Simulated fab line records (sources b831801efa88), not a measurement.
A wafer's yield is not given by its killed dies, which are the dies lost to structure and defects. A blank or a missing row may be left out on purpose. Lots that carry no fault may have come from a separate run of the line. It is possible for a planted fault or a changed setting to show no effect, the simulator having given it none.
fab line records	flow gf180mcu
record lots=5	wafers=15	lastDay=34
route steps=602 shown M1@330 V1@335
lots that met no fault: taken from a fault-free run of the same line
startH: start of the lot's first displayed wafer, in hours after the record's first day	waitH: hours from the lot's prior step to this one	" identical to the entry in the row above	L1.1+2: a single row standing in for several wafers	- either no value or no given start	* or withheld: withheld	< > ~ a bound
route shown NAME@n: names a module that has steps shown in the file, with the first one's number in the route	usual: average and standard deviation across the fault-free wafers	same: alike in all rows	chamber/n: place in a boat	sites: the reading at each site	_std_site: standard deviation across them	_edge_site: mean of outer sites minus mean of inner sites	radiusMm: for every site, how far away it sits from the centre of the wafer	mask NAME#n: copy n	behind: the last tool/chamber to shape the wafer	hold: the reason the lot was held/the length of the hold in hours/how it ended	device: the transistor (n, p or np) that didn't switch	end of line: the tests these same wafers got at the end of their route	where a step has no rows: the recipe by itself	killed: dies lost to structure and defects at the first sort, not the wafer's yield	map: a wafer's dies, marking killed ones x, the rest . and places with no die _
set.NAME: the run value of the setting; set.NAME@STEP: its run value at that earlier step	model.NAME: the simulator's own value behind a step, which no gauge read
lots at selected steps of the route; one table per step, one row per wafer
services: the hour from which a tool's chamber was out of use, counted from the record's first day as startH (under 0 if before that day), plus the number of hours and why
## steps
# step GF_M1_OVL_MEAS_15
# usual M1_OVL=0/7
lot.wafer	tool	chamber	startH	waitH	M1_OVL[nm]
L081.3	overlay-02	-	438.50	0.1	-8
L081.5	"	-	"	"	-2
L081.6	"	-	"	"	4
L083.1	overlay-01	-	460.03	0.1	-6
L083.2	"	-	"	"	-1
L083.6	"	-	"	"	-2
L088.1	overlay-02	-	509.10	0.1	-5
L088.2	"	-	"	"	3
L088.6	"	-	"	"	1
L090.1	overlay-02	-	539.80	0.1	13
L090.3	"	-	"	"	15
L090.4	"	-	"	"	0
L094.1	overlay-01	-	579.18	0.1	15
L094.5	"	-	"	"	6
L094.6	"	-	"	"	4
# step GF_M1_METAL_ETCH_16
# recipe chemistry=Cl2/BCl3	maskMaterial=KrF	targetDepthNm=750.8	stopOn=SiO2	pressureMtorr=8	icpW=800	biasW=140	Cl2_flow_sccm=80	bcl3FlowSccm=40	timeS=125.1
# usual drypumpMotorCurrentA=5.46/0.24	oesProductAu=0.992/0.006	throttleValvePct=28.227/0.01
# same timeS=125.1
lot.wafer	tool	chamber	startH	waitH	drypumpMotorCurrentA	oesProductAu	rfHoursCounterH	throttleValvePct
L081.3	rieMetal-03	1	438.56	0.1	5.52	0.996	-	28.227
L081.5	"	1	"	"	5.53	0.995	-	28.215
L081.6	"	0	"	"	5.52	1.001	-	28.208
L083.1	rieMetal-04	1	460.07	0.0	5.59	0.987	0	28.229
L083.2	"	0	"	"	5.07	0.994	8	28.224
L083.6	"	1	"	"	5.61	0.998	-	28.229
L088.1	rieMetal-04	1	509.13	0.0	5.56	0.984	1	28.235
L088.2	"	0	"	"	5.06	0.992	9	28.242
L088.6	"	1	"	"	5.60	0.987	-	28.220
L090.1	rieMetal-01	0	539.84	0.0	5.99	1.002	9	28.214
L090.3	"	1	"	"	5.48	0.997	-	28.236
L090.4	"	0	"	"	5.99	0.988	-	28.228
L094.1	rieMetal-01	1	579.22	0.0	5.41	1.003	2	28.229
L094.5	"	1	"	"	5.44	0.989	-	28.205
L094.6	"	1	"	"	5.47	0.991	-	28.215
# step GF_M1_STRIP_17
# recipe chemistry=O2/N2	powerW=1400	pressureMtorr=1500	platenTempC=250	o2FlowSccm=3000	n2FlowSccm=300	overashFraction=0.5
# usual drypumpMotorCurrentA=5.8/0.51	heaterPowerW=340/22	oesProductAu=0.537/0.005	stripTimeToEndpointS=7.36/0.043
lot.wafer	tool	chamber	startH	waitH	drypumpMotorCurrentA	heaterPowerW	oesProductAu	rfHoursCounterH	stripTimeToEndpointS
L081.3	plasmaAsher-03	0	438.68	0.1	5.5	360	0.533	-	7.30
L081.5	"	0	"	"	5.5	370	0.535	-	7.29
L081.6	"	1	"	"	5.3	310	0.534	-	7.27
L083.1	plasmaAsher-02	0	460.20	0.1	5.2	343	0.530	36	7.38
L083.2	"	1	"	"	5.9	329	0.541	36	7.34
L083.6	"	1	"	"	5.9	322	0.548	-	7.40
L088.1	plasmaAsher-03	1	509.26	0.1	5.3	325	0.528	73	7.34
L088.2	"	0	"	"	5.5	368	0.532	73	7.37
L088.6	"	1	"	"	5.3	310	0.531	-	7.36
L090.1	plasmaAsher-01	1	539.97	0.1	6.3	365	0.536	89	7.31
L090.3	"	1	"	"	6.3	372	0.539	-	7.35
L090.4	"	0	"	"	6.5	348	0.540	-	7.29
L094.1	plasmaAsher-01	0	579.48	0.2	6.5	342	0.536	93	7.33
L094.5	"	1	"	"	6.3	372	0.532	-	7.29
L094.6	"	0	"	"	6.5	340	0.531	-	7.35
# step GF_M1_STRIP_18
# recipe chemistry=postEtchResidueRemover	timeS=1200	tempC=72.5
# same timeS=1200
lot.wafer	tool	chamber	startH	waitH
L081.3+5+6	wetBench-01	0	438.75	0.0
L083.1+2+6	wetBench-03	1	460.30	0.1
L088.1+2+6	wetBench-03	2	509.36	0.1
L090.1+3+4	wetBench-01	3	540.07	0.1
L094.1+5+6	wetBench-01	1	579.58	0.1
# step GF_M1_CLEAN_19
# recipe chemistry=DIW	dry=n2Spin
lot.wafer	tool	chamber	startH	waitH
L081.3+5+6	wetBench-03	1	439.09	0.0
L083.1+2+6	wetBench-01	0	460.64	0.0
L088.1+2+6	wetBench-01	1	509.70	0.0
L090.1+3+4	wetBench-03	0	540.41	0.0
L094.1+5+6	wetBench-04	0	579.92	0.0
# step GF_V1_CVD_00
# recipe material=SiO2	targetThkNm=600	sigmaOpenFrac=0.3	tempC=400	timeS=100	sih4FlowSccm=60	pressureMtorr=6
# same timeS=100
lot.wafer	tool	chamber	startH	waitH
L081.3+5+6	hdpcvd-02	0,0,2	439.18	0.0
L083.1+2+6	hdpcvd-01	0,2,0	460.74	0.0
L088.1+2+6	hdpcvd-02	0,1,2	509.80	0.0
L090.1+3+4	hdpcvd-01	2,1,0	540.50	0.0
L094.1+5+6	hdpcvd-01	1,1,2	580.01	0.0
# step GF_V1_THK_MEAS_01
# recipe reads=SiO2_of_V1_CVD_00
# usual V1_CVD_00_THK=601/7.2
lot.wafer	tool	chamber	startH	waitH	V1_CVD_00_THK[nm]
L081.3	filmMetro-01	-	439.28	0.1	600
L081.5	"	-	"	"	603
L081.6	"	-	"	"	609
L083.1	filmMetro-03	-	460.85	0.1	592
L083.2	"	-	"	"	604
L083.6	"	-	"	"	602
L088.1	filmMetro-02	-	509.87	0.0	605
L088.2	"	-	"	"	616
L088.6	"	-	"	"	609
L090.1	filmMetro-02	-	540.57	0.0	585
L090.3	"	-	"	"	595
L090.4	"	-	"	"	591
L094.1	filmMetro-01	-	580.08	0.0	604
L094.5	"	-	"	"	603
L094.6	"	-	"	"	589
# step GF_V1_CVD_02
# recipe material=SiO2	targetThkNm=850	precursor=TEOS	tempC=400	timeS=94.851	rfW=600
# usual heaterPowerW=719/87
# same timeS=94.851
lot.wafer	tool	chamber	startH	waitH	heaterPowerW
L081.3	pecvd-04	2	439.32	0.0	799
L081.5	"	1	"	"	643
L081.6	"	2	"	"	656
L083.1	pecvd-03	0	460.91	0.1	861
L083.2	"	2	"	"	664
L083.6	"	0	"	"	887
L088.1	pecvd-04	1	509.93	0.1	610
L088.2	"	2	"	"	782
L088.6	"	1	"	"	673
L090.1	pecvd-02	1	540.63	0.1	679
L090.3	"	2	"	"	702
L090.4	"	1	"	"	742
L094.1	pecvd-02	0	580.14	0.1	820
L094.5	"	0	"	"	843
L094.6	"	2	"	"	725
# step GF_V1_THK_MEAS_03
# recipe reads=SiO2_of_V1_CVD_02
# usual V1_CVD_02_THK=849/11
lot.wafer	tool	chamber	startH	waitH	V1_CVD_02_THK[nm]
L081.3	filmMetro-03	-	439.40	0.1	843
L081.5	"	-	"	"	851
L081.6	"	-	"	"	857
L083.1	filmMetro-01	-	460.98	0.0	836
L083.2	"	-	"	"	851
L083.6	"	-	"	"	873
L088.1	filmMetro-03	-	510.00	0.0	838
L088.2	"	-	"	"	849
L088.6	"	-	"	"	857
L090.1	filmMetro-01	-	540.74	0.1	847
L090.3	"	-	"	"	857
L090.4	"	-	"	"	862
L094.1	filmMetro-02	-	580.21	0.0	846
L094.5	"	-	"	"	859
L094.6	"	-	"	"	855
# step GF_V1_CMP_04
# recipe material=SiO2	downForcePsi=4	platenRpm=60	padVelocityMS=0.94248
# usual motorCurrentA=11.5/1.7	timeToEndpointS=80/5.3
lot.wafer	tool	chamber	startH	waitH	motorCurrentA	timeToEndpointS
L081.3	cmp-02	0	439.49	0.1	11.8	75
L081.6	"	3	"	"	10.5	77
L081.5	"	0	"	"	12.2	76
L083.1	cmp-01	3	461.14	0.1	9.5	76
L083.2	"	0	"	"	9.5	73
L083.6	"	2	"	"	14.0	86
L088.1	cmp-01	2	510.06	0.1	13.5	75
L088.2	"	3	"	"	9.7	81
L088.6	"	2	"	"	13.5	83
L090.4	cmp-01	3	540.80	0.0	9.7	91
L090.1	"	0	"	"	9.6	84
L090.3	"	1	"	"	12.0	85
L094.1	cmp-01	3	580.42	0.2	9.3	84
L094.6	"	0	"	"	9.6	79
L094.5	"	1	"	"	11.4	87
# step GF_V1_BOW_MEAS_05
# recipe mode=bow
# usual V1_BOW=83/7.8
lot.wafer	tool	chamber	startH	waitH	V1_BOW[um]
L081.3	filmMetro-01	-	439.78	0.2	78
L081.5	"	-	"	"	74
L081.6	"	-	"	"	81
L083.1	filmMetro-03	-	461.34	0.1	78
L083.2	"	-	"	"	79
L083.6	"	-	"	"	76
L088.1	filmMetro-03	-	510.36	0.2	79
L088.2	"	-	"	"	83
L088.6	"	-	"	"	77
L090.1	filmMetro-02	-	541.10	0.2	80
L090.3	"	-	"	"	80
L090.4	"	-	"	"	87
L094.1	filmMetro-01	-	580.57	0.1	87
L094.5	"	-	"	"	86
L094.6	"	-	"	"	82
# step GF_V1_DEHYDRATE_06
# recipe tempC=200	timeS=60
# same timeS=60
lot.wafer	tool	chamber	startH	waitH
L081.3+5+6	lithoTrack-04	0	450.86	11.1
L083.1+2+6	lithoTrack-04	0	471.71	10.4
L088.1+2+6	lithoTrack-03	0	520.71	10.3
L090.1+3+4	lithoTrack-04	0	551.31	10.2
L094.1+5+6	lithoTrack-04	0	590.71	10.1
# step GF_V1_HMDS_07
# recipe primeTimeS=60	primeTempC=120
lot.wafer	tool	chamber	startH	waitH
L081.3+5+6	lithoTrack-04	0	451.01	0.1
L083.1+2+6	lithoTrack-04	0	471.86	0.1
L088.1+2+6	lithoTrack-03	0	520.86	0.1
L090.1+3+4	lithoTrack-04	0	551.46	0.1
L094.1+5+6	lithoTrack-04	0	590.86	0.1
# step GF_V1_COAT_08
# recipe resist=BARC	tempC=withheld	timeS=withheld	spinRpm=withheld	resistThkNm=withheld
lot.wafer	tool	chamber	startH	waitH
L081.3+5+6	lithoTrack-04	0	451.16	0.1
L083.1+2+6	lithoTrack-04	0	472.01	0.1
L088.1+2+6	lithoTrack-03	0	521.01	0.1
L090.1+3+4	lithoTrack-04	0	551.61	0.1
L094.1+5+6	lithoTrack-04	0	591.01	0.1
# step GF_V1_COAT_09
# recipe resist=KrF	spinRpm=withheld	resistThkNm=1000
lot.wafer	tool	chamber	startH	waitH
L081.3+5+6	lithoTrack-04	0	-	-
L083.1+2+6	lithoTrack-04	0	-	-
L088.1+2+6	lithoTrack-03	0	-	-
L090.1+3+4	lithoTrack-04	0	-	-
L094.1+5+6	lithoTrack-04	0	-	-
# step GF_V1_SOFTBAKE_10
# recipe tempC=130	timeS=60	resist=KrF
# same timeS=60
lot.wafer	tool	chamber	startH	waitH
L081.3+5+6	lithoTrack-04	0	-	-
L083.1+2+6	lithoTrack-04	0	-	-
L088.1+2+6	lithoTrack-03	0	-	-
L090.1+3+4	lithoTrack-04	0	-	-
L094.1+5+6	lithoTrack-04	0	-	-
# step GF_V1_EXPOSE_11
# recipe maskId=Via1	targetCdNm=260	na=0.68	sourceShape=conventional	sigmaOuter=0.6	doseMj=38
# usual focusOffsetNm=0.0/0.5
lot.wafer	tool	chamber	startH	waitH	mask	focusOffsetNm
L081.3	krfScanner-01	0	-	-	Via1#0	-0.3
L081.5	"	0	"	"	Via1#0	-0.6
L081.6	"	0	"	"	Via1#0	-0.9
L083.1	krfScanner-01	0	-	-	Via1#0	0.1
L083.2	"	0	"	"	Via1#0	0.3
L083.6	"	0	"	"	Via1#0	0.9
L088.1	krfScanner-02	0	-	-	Via1#0	0.1
L088.2	"	0	"	"	Via1#0	0.3
L088.6	"	0	"	"	Via1#0	-0.3
L090.1	krfScanner-02	0	-	-	Via1#0	-0.9
L090.3	"	0	"	"	Via1#0	-0.4
L090.4	"	0	"	"	Via1#0	-0.2
L094.1	krfScanner-01	0	-	-	Via1#0	-0.7
L094.5	"	0	"	"	Via1#0	-0.4
L094.6	"	0	"	"	Via1#0	-0.2
# step GF_V1_PEB_12
# recipe pebTempC=135	pebTimeS=90	resist=KrF
lot.wafer	tool	chamber	startH	waitH
L081.3+5+6	lithoTrack-03	0	-	-
L083.1+2+6	lithoTrack-04	0	-	-
L088.1+2+6	lithoTrack-04	0	-	-
L090.1+3+4	lithoTrack-04	0	-	-
L094.1+5+6	lithoTrack-04	0	-	-
# step GF_V1_DEVELOP_13
# recipe developTimeS=60	resist=KrF	devTempC=21
lot.wafer	tool	chamber	startH	waitH
L081.3+5+6	lithoTrack-03	0	463.17	0.1
L083.1+2+6	lithoTrack-04	0	484.36	0.2
L088.1+2+6	lithoTrack-04	0	531.96	0.2
L090.1+3+4	lithoTrack-04	0	563.31	0.2
L094.1+5+6	lithoTrack-04	0	601.71	0.2
# step GF_V1_CD_MEAS_14
# recipe targetCdNm=260
# usual cdNm=260.3/1
lot.wafer	tool	chamber	startH	waitH	cdNm
L081.3	cdSem-02	-	463.31	0.1	260.9
L081.5	"	-	"	"	261.6
L081.6	"	-	"	"	261.0
L083.1	cdSem-02	-	484.51	0.1	259.9
L083.2	"	-	"	"	259.6
L083.6	"	-	"	"	260.9
L088.1	cdSem-02	-	532.11	0.1	260.8
L088.2	"	-	"	"	261.4
L088.6	"	-	"	"	261.5
L090.1	cdSem-01	-	563.46	0.1	260.4
L090.3	"	-	"	"	261.8
L090.4	"	-	"	"	261.2
L094.1	cdSem-01	-	601.86	0.1	260.8
L094.5	"	-	"	"	260.1
L094.6	"	-	"	"	260.1
# step GF_V1_OVL_MEAS_15
# usual V1_OVL=-1/6.6
lot.wafer	tool	chamber	startH	waitH	V1_OVL[nm]
L081.3	overlay-01	-	463.40	0.1	1
L081.5	"	-	"	"	-2
L081.6	"	-	"	"	-4
L083.1	overlay-01	-	484.63	0.1	-8
L083.2	"	-	"	"	1
L083.6	"	-	"	"	0
L088.1	overlay-02	-	532.23	0.1	4
L088.2	"	-	"	"	-3
L088.6	"	-	"	"	-8
L090.1	overlay-02	-	563.58	0.1	-2
L090.3	"	-	"	"	3
L090.4	"	-	"	"	-7
L094.1	overlay-02	-	601.98	0.1	0
L094.5	"	-	"	"	1
L094.6	"	-	"	"	-4
# step GF_V1_ETCH_16
# recipe chemistry=N2/H2	targetDepthA=withheld	overetchA=withheld	timeS=withheld	target=BARC	ionEnergyEv=200	sourceW=500	biasW=100	pressureMtorr=30	n2FlowSccm=100	h2FlowSccm=200
# usual drypumpMotorCurrentA=5.8/0.31	h2FlowSccm=200.0/0.54	oesProductAu=0.855/0.0046	throttleValvePct=13.223/0.0093
lot.wafer	tool	chamber	startH	waitH	drypumpMotorCurrentA	h2FlowSccm	oesProductAu	throttleValvePct
L081.3	rieDiel-02	3	463.42	0.0	6.3	199.4	0.854	13.217
L081.5	"	0	"	"	6.0	199.6	0.854	13.223
L081.6	"	3	"	"	6.3	199.4	0.855	13.208
L083.1	rieDiel-02	3	484.67	0.0	6.3	200.2	0.854	13.223
L083.2	"	2	"	"	5.9	200.1	0.858	13.215
L083.6	"	2	"	"	5.9	199.8	0.854	13.222
L088.1	rieDiel-02	0	532.27	0.0	6.1	200.3	0.852	13.228
L088.2	"	3	"	"	6.2	200.5	0.855	13.217
L088.6	"	2	"	"	5.9	199.0	0.845	13.235
L090.1	rieDiel-03	1	563.62	0.0	5.5	199.7	0.855	13.223
L090.3	"	2	"	"	5.9	200.2	0.854	13.220
L090.4	"	0	"	"	5.5	199.7	0.855	13.206
L094.1	rieDiel-03	0	602.02	0.0	5.5	199.3	0.860	13.230
L094.5	"	3	"	"	5.8	200.5	0.861	13.215
L094.6	"	0	"	"	5.5	198.6	0.857	13.220
# step GF_V1_ETCH_17
# recipe chemistry=C4F8/O2/Ar	maskMaterial=KrF	target=SiO2	stopOn=TiN	sourceW=1500	biasW=1200	pressureMtorr=40	c4f8FlowSccm=withheld	O2_flow_sccm=6	Ar_flow_sccm=300	timeS=withheld	targetDepthA=6300
# usual oesProductAu=0.856/0.0046
lot.wafer	tool	chamber	startH	waitH	oesProductAu
L081.3	rieDiel-02	3	-	-	0.863
L081.5	"	0	"	"	0.852
L081.6	"	3	"	"	0.849
L083.1	rieDiel-02	3	-	-	0.860
L083.2	"	2	"	"	0.850
L083.6	"	2	"	"	0.857
L088.1	rieDiel-02	0	-	-	0.850
L088.2	"	3	"	"	0.852
L088.6	"	2	"	"	0.863
L090.1	rieDiel-03	1	-	-	0.854
L090.3	"	2	"	"	0.858
L090.4	"	0	"	"	0.856
L094.1	rieDiel-03	0	-	-	0.856
L094.5	"	3	"	"	0.862
L094.6	"	0	"	"	0.858
# step GF_V1_STRIP_18
# recipe chemistry=O2/N2	powerW=1400	pressureMtorr=1500	platenTempC=250	o2FlowSccm=3000	n2FlowSccm=300	overashFraction=0.5
# usual drypumpMotorCurrentA=5.9/0.59	heaterPowerW=342/24	oesProductAu=0.593/0.0052
lot.wafer	tool	chamber	startH	waitH	drypumpMotorCurrentA	heaterPowerW	oesProductAu	rfHoursCounterH
L081.3	plasmaAsher-02	0	463.58	-	5.2	326	0.587	-
L081.5	"	0	"	"	5.2	332	0.596	-
L081.6	"	1	"	"	5.9	318	0.586	-
L083.1	plasmaAsher-01	1	484.80	-	6.3	372	0.600	83
L083.2	"	0	"	"	6.5	343	0.595	83
L083.6	"	1	"	"	6.3	357	0.591	-
L088.1	plasmaAsher-02	0	532.40	-	5.2	334	0.593	44
L088.2	"	1	"	"	5.9	310	0.596	44
L088.6	"	0	"	"	5.2	338	0.599	-
L090.1	plasmaAsher-01	0	563.75	-	6.5	340	0.592	91
L090.3	"	1	"	"	6.3	373	0.583	-
L090.4	"	0	"	"	6.5	347	0.595	-
L094.1	plasmaAsher-01	0	602.21	-	6.5	338	0.599	96
L094.5	"	1	"	"	6.3	372	0.598	-
L094.6	"	0	"	"	6.5	330	0.605	-
# step GF_V1_STRIP_19
# recipe chemistry=postEtchResidueRemover	timeS=1200	tempC=72.5
# same timeS=1200
lot.wafer	tool	chamber	startH	waitH
L081.3+5+6	wetBench-03	1	463.65	0.0
L083.1+2+6	wetBench-03	3	484.90	0.1
L088.1+2+6	wetBench-03	1	532.50	0.1
L090.1+3+4	wetBench-03	1	563.85	0.1
L094.1+5+6	wetBench-03	1	602.31	0.1
# step GF_V1_CLEAN_20
# recipe chemistry=DIW	dry=n2Spin
lot.wafer	tool	chamber	startH	waitH
L081.3+5+6	wetBench-01	2	463.99	0.0
L083.1+2+6	wetBench-02	2	485.27	0.0
L088.1+2+6	wetBench-01	3	532.84	0.0
L090.1+3+4	wetBench-02	0	564.19	0.0
L094.1+5+6	wetBench-01	0	602.68	0.0
# step GF_V1_SPUTTER_21
# recipe material=Ti	targetThkNm=15	chamberPressurePa=5	powerW=2500	substrateTempC=200	timeS=80.02
# usual throttleValvePct=29.7/1.3
# same timeS=80.02
lot.wafer	tool	chamber	startH	waitH	throttleValvePct
L081.3	pvdSputter-03	-	464.09	0.0	30.1
L081.5	"	-	"	"	29.5
L081.6	"	-	"	"	27.7
L083.1	pvdSputter-02	-	485.36	0.0	28.7
L083.2	"	-	"	"	30.2
L083.6	"	-	"	"	28.7
L088.1	pvdSputter-02	-	532.93	0.0	28.9
L088.2	"	-	"	"	27.6
L088.6	"	-	"	"	30.0
L090.1	pvdSputter-02	-	564.28	0.0	27.5
L090.3	"	-	"	"	28.9
L090.4	"	-	"	"	29.8
L094.1	pvdSputter-04	-	602.78	0.0	30.6
L094.5	"	-	"	"	30.6
L094.6	"	-	"	"	32.0
# step GF_V1_SPUTTER_22
# recipe material=TiN	targetThkNm=10	chamberPressurePa=5	powerW=4000	timeS=40
# usual throttleValvePct=29.7/1.3
# same timeS=40
lot.wafer	tool	chamber	startH	waitH	throttleValvePct
L081.3	pvdSputter-03	-	464.15	0.0	29.7
L081.5	"	-	"	"	29.8
L081.6	"	-	"	"	27.7
L083.1	pvdSputter-02	-	485.43	0.0	28.7
L083.2	"	-	"	"	29.9
L083.6	"	-	"	"	28.9
L088.1	pvdSputter-02	-	532.99	0.0	29.3
L088.2	"	-	"	"	27.7
L088.6	"	-	"	"	29.8
L090.1	pvdSputter-02	-	564.34	0.0	27.5
L090.3	"	-	"	"	29.0
L090.4	"	-	"	"	29.5
L094.1	pvdSputter-04	-	602.84	0.0	30.7
L094.5	"	-	"	"	30.9
L094.6	"	-	"	"	31.7
# step GF_V1_CVD_23
# recipe material=W	targetThkNm=350	timeS=105.05	tempC=400	pressureTorr=40
# usual heaterPowerW=911/73
# same timeS=105.05
lot.wafer	tool	chamber	startH	waitH	heaterPowerW
L081.3	cvdW-02	0	464.23	0.1	970
L081.5	"	0	"	"	1010
L081.6	"	1	"	"	821
L083.1	cvdW-02	1	485.47	0.0	843
L083.2	"	0	"	"	976
L083.6	"	1	"	"	835
L088.1	cvdW-01	1	533.03	0.0	837
L088.2	"	0	"	"	954
L088.6	"	1	"	"	844
L090.1	cvdW-02	0	564.38	0.0	1008
L090.3	"	0	"	"	986
L090.4	"	1	"	"	838
L094.1	cvdW-02	1	602.88	0.0	821
L094.5	"	0	"	"	1001
L094.6	"	1	"	"	849
# step GF_V1_RS_MEAS_24
# recipe thkMeasGauge=four-point-probe	reads=W_of_V1_CVD_23+TiN_of_V1_SPUTTER_22+Ti_of_V1_SPUTTER_21
# usual V1_W_RS=0.332/0.0038
lot.wafer	tool	chamber	startH	waitH	V1_W_RS[ohm/sq]
L081.3	filmMetro-03	-	464.34	0.1	0.331
L081.5	"	-	"	"	0.329
L081.6	"	-	"	"	0.336
L083.1	filmMetro-02	-	485.58	0.1	0.336
L083.2	"	-	"	"	0.332
L083.6	"	-	"	"	0.339
L088.1	filmMetro-01	-	533.14	0.1	0.334
L088.2	"	-	"	"	0.335
L088.6	"	-	"	"	0.336
L090.1	filmMetro-03	-	564.49	0.1	0.325
L090.3	"	-	"	"	0.329
L090.4	"	-	"	"	0.327
L094.1	filmMetro-03	-	602.99	0.1	0.330
L094.5	"	-	"	"	0.325
L094.6	"	-	"	"	0.332
# step GF_V1_THK_MEAS_25
# recipe thkMeasGauge=xrf	reads=W_of_V1_CVD_23
# usual V1_W_THK=350/5.3
lot.wafer	tool	chamber	startH	waitH	V1_W_THK[nm]
L081.3	filmMetro-03	-	464.44	0.1	353
L081.5	"	-	"	"	356
L081.6	"	-	"	"	350
L083.1	filmMetro-02	-	485.70	0.1	345
L083.2	"	-	"	"	350
L083.6	"	-	"	"	343
L088.1	filmMetro-01	-	533.26	0.1	349
L088.2	"	-	"	"	344
L088.6	"	-	"	"	346
L090.1	filmMetro-03	-	564.61	0.1	353
L090.3	"	-	"	"	348
L090.4	"	-	"	"	350
L094.1	filmMetro-03	-	603.11	0.1	352
L094.5	"	-	"	"	355
L094.6	"	-	"	"	353
## services
tool	chamber	startH	hours	kind
krfScanner-01	-	420.48	1.0	pm
cmp-01	-	429.59	0.6	repair
cmp-01	-	433.08	6.9	pm
krfScanner-01	-	433.24	0.8	pm
cmp-01	-	439.94	12.1	pm
cvdW-02	1	441.48	8.4	repair
rieDiel-03	3	444.00	2.8	repair
krfScanner-01	-	448.65	0.8	pm
hdpcvd-01	1	455.74	14.4	repair
rieDiel-03	0	462.56	6.7	repair
cvdW-02	-	464.90	0.3	repair
pvdSputter-02	-	472.22	7.4	repair
hdpcvd-01	-	483.30	4.3	pm
rieDiel-02	2	492.68	2.6	repair
krfScanner-01	-	492.84	1.3	pm
cmp-01	-	495.25	1.0	repair
cmp-01	-	495.82	0.3	repair
pvdSputter-02	-	552.20	2.9	repair
cvdW-02	0	554.31	1.5	repair
plasmaAsher-01	-	557.42	4.3	pm
cvdW-02	-	559.61	0.3	repair
rieDiel-02	-	567.06	2.8	pm
cvdW-02	1	574.76	2.7	repair
rieDiel-03	2	596.19	7.1	repair
## key
fault none
